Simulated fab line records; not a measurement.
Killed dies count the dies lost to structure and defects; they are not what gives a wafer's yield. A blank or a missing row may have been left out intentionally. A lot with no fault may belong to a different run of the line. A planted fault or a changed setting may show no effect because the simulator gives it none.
fab line records | flow sky130
record lots=13 wafers=39 last-day=50
route steps=708 shown LI_CONTACT@377 VIA3@575 METAL4@598 PAD_OPEN@708
lots untouched by any fault: they come from a run of this same line in which no faults occurred
start-h: hours from the record's opening day to when the first of the lot's shown wafers began | wait-h: time in hours since the lot's previous step | " repeats the value in the row above | L1.1+2: a row that stands for several wafers | - either no value or no given start | * or withheld: withheld | < > ~ a bound
route shown NAME@n: names a module that has steps shown in the file, with the first one's number in the route | usual: mean/standard deviation of fault-free wafers | same: alike in all rows | chamber/n: place in a boat | sites: the reading at each site | _std_site: how widely they spread, as a standard deviation | _edge_site: mean of outer sites minus mean of inner sites | radius-mm: how far each site lies from the wafer's centre | mask NAME#n: copy n | behind: the tool/chamber that last shaped the wafer | hold: why the lot was held/for how many hours/how that ended | device: names the non-switching transistor (n, p or np) | end of line: tests of these same wafers at the route's end | a step without rows: its recipe alone | killed: at the first sort, the dies lost to defects and structure; wafer yield is something else | map: dies across one wafer; x = killed, . = not, _ = none there
set.NAME: setting as actually run; set.NAME@STEP: the setting as run at that earlier step | model.NAME: the simulator's own value behind a step, which no gauge read
route steps across a sampled set of lots; one table per step, one row per wafer
services: when a tool's chamber went out of use (start-h, in hours from the record's first day, below 0 if earlier), for how many hours, and the reason
## steps
# step SKY_LI_CONTACT_ETCH_15
# recipe target=PSG chemistry=C4F8/O2/Ar stop-on=Si taper-deg=4.15 mask-material=KrF-thick source-w=1500 bias-w=1200 pressure-mtorr=40 c4f8-flow-sccm=withheld O2_flow_sccm=6 Ar_flow_sccm=300 time-s=withheld target-depth-a=6000
# usual oes-product-au=0.837/0.0047
# columns lot.wafer tool chamber start-h wait-h oes-product-au
L607.1 rie-diel-02 3 680.94 0.0 0.841
L607.3 " 0 " " 0.839
L607.5 " 3 " " 0.837
L608.1 rie-diel-02 2 689.62 0.0 0.840
L608.4 " 0 " " 0.837
L608.5 " 3 " " 0.823
L609.2 rie-diel-04 0 705.37 0.0 0.844
L609.5 " 2 " " 0.844
L609.6 " 1 " " 0.836
L610.3 rie-diel-02 3 717.16 0.0 0.831
L610.5 " 1 " " 0.839
L610.6 " 0 " " 0.842
L611.2 rie-diel-02 0 719.86 0.0 0.836
L611.4 " 3 " " 0.837
L611.6 " 2 " " 0.835
L612.3 rie-diel-04 2 729.66 0.0 0.829
L612.4 " 0 " " 0.835
L612.6 " 0 " " 0.835
L613.2 rie-diel-04 1 738.26 0.0 0.840
L613.3 " 0 " " 0.834
L613.6 " 3 " " 0.842
L614.1 rie-diel-03 2 745.29 0.0 0.833
L614.5 " 2 " " 0.837
L614.6 " 3 " " 0.833
L615.1 rie-diel-02 0 759.12 0.0 0.836
L615.2 " 2 " " 0.840
L615.4 " 1 " " 0.838
L621.1 rie-diel-02 1 799.41 0.0 0.841
L621.4 " 2 " " 0.839
L621.5 " 2 " " 0.840
L623.1 rie-diel-04 0 808.42 0.0 0.836
L623.3 " 2 " " 0.833
L623.4 " 3 " " 0.823
L627.1 rie-diel-02 2 842.69 0.0 0.838
L627.2 " 1 " " 0.843
L627.5 " 2 " " 0.832
L629.1 rie-diel-02 2 852.09 0.0 0.845
L629.4 " 0 " " 0.840
L629.6 " 2 " " 0.835
# step SKY_VIA3_CMP_02
# recipe material=SiO2 down-force-psi=4 platen-rpm=60 pad-velocity-m-s=0.94248
# usual motor-current-A=12.3/1 slurry-flow-ml-min=150.1/0.44
# columns lot.wafer tool chamber start-h wait-h motor-current-A slurry-flow-ml-min
L607.3 cmp-02 2 909.67 0.3 13.1 150.1
L607.1 " 3 " " 11.9 150.2
L607.5 " 1 " " 13.8 149.9
L608.1 cmp-01 0 918.40 0.1 10.8 149.8
L608.4 " 1 " " 12.5 149.2
L608.5 " 3 " " 13.5 149.4
L609.2 cmp-01 0 929.32 0.1 11.1 149.7
L609.5 " 3 " " 12.5 150.3
L609.6 " 0 " " 11.6 150.0
L610.3 cmp-02 0 941.82 0.1 11.5 150.1
L610.6 " 2 " " 13.2 150.1
L610.5 " 3 " " 11.6 150.0
L611.2 cmp-01 0 943.97 0.1 10.7 149.7
L611.4 " 1 " " 12.7 150.6
L611.6 " 3 " " 12.9 150.2
L612.4 cmp-02 2 951.42 0.1 13.1 150.0
L612.3 " 0 " " 11.2 149.7
L612.6 " 1 " " 13.2 149.6
L613.2 cmp-02 2 958.31 0.1 12.9 150.2
L613.3 " 3 " " 11.5 150.5
L613.6 " 1 " " 13.0 149.6
L614.1 cmp-02 0 965.82 0.1 11.6 150.8
L614.5 " 0 " " 11.8 150.2
L614.6 " 1 " " 12.8 150.6
L615.4 cmp-02 0 979.86 0.0 11.4 149.9
L615.2 " 1 " " 12.8 150.2
L615.1 " 3 " " 12.3 149.0
L621.1 cmp-01 3 1013.27 0.1 13.0 150.4
L621.4 " 2 " " 10.6 150.5
L621.5 " 0 " " 11.0 150.9
L623.1 cmp-02 1 1021.55 0.1 13.6 150.5
L623.4 " 3 " " 11.9 149.6
L623.3 " 0 " " 11.4 150.9
L627.1 cmp-02 1 1053.37 0.1 13.6 149.9
L627.2 " 3 " " 12.3 149.9
L627.5 " 2 " " 13.1 150.2
L629.1 cmp-02 0 1058.65 0.1 11.5 150.0
L629.4 " 1 " " 13.0 149.7
L629.6 " 3 " " 12.1 150.2
# step SKY_METAL4_SPUTTER_00
# recipe material=Ti target-thk-nm=15 power-w=3000 time-s=9.726 chamber-pressure-pa=0.4
# usual throttle-valve-pct=30.1/0.92
# columns lot.wafer tool chamber start-h wait-h throttle-valve-pct
L607.1 pvd-sputter-04 - 936.26 0.1 28.0
L607.3 " - " " 30.5
L607.5 " - " " 29.7
L608.1 pvd-sputter-01 - 944.79 0.2 29.2
L608.4 " - " " 30.6
L608.5 " - " " 31.3
L609.2 pvd-sputter-04 - 955.07 0.2 30.9
L609.5 " - " " 31.1
L609.6 " - " " 28.3
L610.3 pvd-sputter-01 - 967.86 0.2 31.4
L610.5 " - " " 29.2
L610.6 " - " " 30.6
L611.2 pvd-sputter-01 - 970.09 0.3 30.8
L611.4 " - " " 29.3
L611.6 " - " " 29.1
L612.3 pvd-sputter-04 - 977.51 0.2 30.9
L612.4 " - " " 30.2
L612.6 " - " " 30.7
L613.2 pvd-sputter-01 - 984.49 0.2 30.4
L613.3 " - " " 30.9
L613.6 " - " " 30.9
L614.1 pvd-sputter-03 - 991.39 0.1 31.1
L614.5 " - " " 30.9
L614.6 " - " " 29.0
L615.1 pvd-sputter-03 - 1005.48 0.1 29.4
L615.2 " - " " 31.4
L615.4 " - " " 29.9
L621.1 pvd-sputter-04 - 1038.24 0.2 30.4
L621.4 " - " " 29.5
L621.5 " - " " 30.7
L623.1 pvd-sputter-04 - 1046.15 0.1 30.5
L623.3 " - " " 28.3
L623.4 " - " " 30.8
L627.1 pvd-sputter-04 - 1076.94 0.1 28.2
L627.2 " - " " 30.2
L627.5 " - " " 29.5
L629.1 pvd-sputter-03 - 1084.05 0.2 31.0
L629.4 " - " " 29.9
L629.6 " - " " 29.9
# step SKY_METAL4_SPUTTER_01
# recipe material=TiN target-thk-nm=20 power-w=6500 time-s=16.7 chamber-pressure-pa=0.4
# usual throttle-valve-pct=30.1/0.93
# columns lot.wafer tool chamber start-h wait-h throttle-valve-pct
L607.1 pvd-sputter-04 - 936.28 0.0 28.1
L607.3 " - " " 30.5
L607.5 " - " " 29.5
L608.1 pvd-sputter-01 - 944.81 0.0 29.3
L608.4 " - " " 30.4
L608.5 " - " " 31.4
L609.2 pvd-sputter-04 - 955.09 0.0 30.9
L609.5 " - " " 31.1
L609.6 " - " " 28.5
L610.3 pvd-sputter-01 - 967.89 0.0 31.1
L610.5 " - " " 29.3
L610.6 " - " " 30.6
L611.2 pvd-sputter-01 - 970.11 0.0 30.6
L611.4 " - " " 29.6
L611.6 " - " " 29.4
L612.3 pvd-sputter-04 - 977.53 0.0 30.8
L612.4 " - " " 30.5
L612.6 " - " " 30.3
L613.2 pvd-sputter-01 - 984.52 0.0 30.6
L613.3 " - " " 31.0
L613.6 " - " " 30.9
L614.1 pvd-sputter-03 - 991.41 0.0 31.0
L614.5 " - " " 31.3
L614.6 " - " " 29.1
L615.1 pvd-sputter-03 - 1005.50 0.0 29.4
L615.2 " - " " 31.0
L615.4 " - " " 30.0
L621.1 pvd-sputter-04 - 1038.26 0.0 30.2
L621.4 " - " " 29.7
L621.5 " - " " 30.8
L623.1 pvd-sputter-04 - 1046.17 0.0 30.4
L623.3 " - " " 28.1
L623.4 " - " " 31.0
L627.1 pvd-sputter-04 - 1076.96 0.0 28.0
L627.2 " - " " 30.6
L627.5 " - " " 29.8
L629.1 pvd-sputter-03 - 1084.07 0.0 30.8
L629.4 " - " " 30.0
L629.6 " - " " 29.6
# step SKY_PAD_OPEN_PROBE_99
# usual killed_at_M0_to_M3=43/7.6 killed_at_M4_up=2.9/1.9 killed-at-contacts=24/5 killed-at-front-end=15/4.3 killed-at-other=0.3/0.54 killed-dies=85/10 killed-open=47/7 killed-short=38/6.4
# same gross-dies=492 killed-at-back-side=0
# columns lot.wafer tool chamber start-h wait-h killed_at_M0_to_M3 killed_at_M4_up killed-at-contacts killed-at-front-end killed-at-other killed-dies killed-open killed-short
L623.1 prober-01 - 1171.65 0.1 51 0 54 11 1 117 54 34
L623.3 prober-01 - 1171.75 0.2 41 1 29 19 1 91 51 40
L623.4 prober-01 - 1171.80 0.2 40 3 21 22 0 86 52 34
# killed by level:class
L623.1 LI_CONTACT:unspecified=29 VIA1:geometric-particle:open=11 CONTACT:geometric-particle:open=10 LI_CONTACT:geometric-particle:open=9 VIA3:geometric-particle:open=9 METAL3:geometric-particle:short=6 FIELD_ISO:geometric-particle:open=5 METAL1:geometric-particle:short=5
L623.3 VIA1:geometric-particle:open=9 CONTACT:geometric-particle:open=9 POLY_GATE:geometric-particle:open=7 LI_CONTACT:geometric-particle:open=7 METAL1:geometric-particle:short=6 VIA3:geometric-particle:open=6 FIELD_ISO:geometric-particle:short=5 CONTACT:geometric-particle:short=5
L623.4 VIA1:geometric-particle:open=14 CONTACT:geometric-particle:open=10 POLY_GATE:geometric-particle:open=6 VIA1:geometric-particle:short=5 VIA2:geometric-particle:open=5 FIELD_ISO:geometric-particle:short=4 FIELD_ISO:geometric-particle:open=4 LI_CONTACT:geometric-particle:short=3
## services
# columns tool chamber start-h hours kind
cmp-02 - 666.59 12.3 pm
cmp-02 - 683.45 0.7 repair
rie-diel-02 0 685.81 2.6 repair
pvd-sputter-01 - 687.77 2.1 repair
cmp-02 - 694.92 1.1 repair
pvd-sputter-04 - 702.77 7.5 repair
pvd-sputter-01 - 704.31 2.9 repair
pvd-sputter-04 - 708.30 3.3 repair
rie-diel-02 0 724.90 11.1 repair
cmp-02 - 743.36 0.6 repair
pvd-sputter-04 - 743.59 1.4 repair
cmp-02 - 747.47 4.0 pm
pvd-sputter-04 - 794.33 1.5 repair
cmp-02 - 801.19 6.4 pm
cmp-02 - 823.45 4.4 repair
cmp-02 - 841.06 1.4 repair
cmp-02 - 884.51 0.4 repair
cmp-02 - 976.48 2.4 repair
cmp-02 - 989.76 1.4 repair
pvd-sputter-04 - 1016.84 0.5 repair
cmp-02 - 1067.27 4.4 repair
cmp-02 - 1073.64 2.6 repair
cmp-02 - 1077.25 0.7 repair
cmp-02 - 1080.84 4.0 pm
## key
first-sign step=SKY_PAD_OPEN_PROBE_99 reading=killed-at-contacts direction=up sigmas=6 usual=24 struck=54
effect step=SKY_PAD_OPEN_PROBE_99 reading=killed-dies direction=up sigmas=3.1 usual=85 struck=117
met-at SKY_LI_CONTACT_ETCH_15
struck-lots L623
struck-wafers L623.1
tester-left-out L623
not-acting-at SKY_VIA3_CMP_02,SKY_METAL4_SPUTTER_00,SKY_METAL4_SPUTTER_01
onset-between 738.26 808.42
fault kind=chamber-particle-source tool=rie-diel-04 chamber=0 onset-h=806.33 steps=SKY_LI_CONTACT_ETCH_15 rate-per-visit-cm2=0.4291 end-h=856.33
# tester-left-out: of these lots the tester's yield and bins aren't shown, on N5 and GAA mostly nor the transistor test; their killed dies are dies lost to structure and defects alone, not to doping, threshold or leakage, so they don't give the yield
